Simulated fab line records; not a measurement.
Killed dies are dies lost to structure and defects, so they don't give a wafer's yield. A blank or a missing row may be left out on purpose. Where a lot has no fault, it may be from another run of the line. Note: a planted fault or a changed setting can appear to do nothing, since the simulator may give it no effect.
A single fault, viewed from 2 desks	flow sky130	each desk holds nothing but its own numbers, with what lay behind them at the end

THE METROLOGY DESK
Means of the sampled wafers that have a number, per lot and without regard to the tool the lot ran on: this is what the gauges read. Any lot whose mean is over 4 standard deviations away from the usual mean is out of limits and marked OUT; that distance is given in the brackets.
Columns: A = cd-nm at SKY_METAL4_CD_MEAS_13, usual 299.8 nm; B = METAL4_OVL at SKY_METAL4_OVL_MEAS_14, usual -1 nm
lot	first seen here	A	B
L171	day 41 15:55	299.9	0
L177	day 43 09:05	299.2	-5
L187	day 46 09:11	298.8	3
L191	day 47 08:17	298.7	-2
L192	day 47 12:20	300.6	1
This desk's verdict: no lot among the 5 shows anything out of limits.

TOOL OWNER'S DESK, rie-diel-01
The tool's own readings at SKY_METAL4_ETCH_17 (etches SiO2 in C4F8/O2/Ar, stops on TiN, time 3.9 s, target depth 15 nm): means of the sampled wafers that have a number, for each lot that ran on this tool. Any lot whose mean is over 4 standard deviations away from the usual mean is out of limits and marked OUT; that distance is given in the brackets.
Columns: A = oes-product-au at SKY_METAL4_ETCH_17, usual 0.755 a.u.
lot	first seen here	A
L177	day 43 09:20	0.771
This desk's finding: nothing out of limits on the one lot.

ALL TOGETHER
At the metrology desk, nothing out of limits was observed.
Nothing out of limits was seen by the tool owner's desk.

WHAT THE SIMULATOR HAD PUT IN
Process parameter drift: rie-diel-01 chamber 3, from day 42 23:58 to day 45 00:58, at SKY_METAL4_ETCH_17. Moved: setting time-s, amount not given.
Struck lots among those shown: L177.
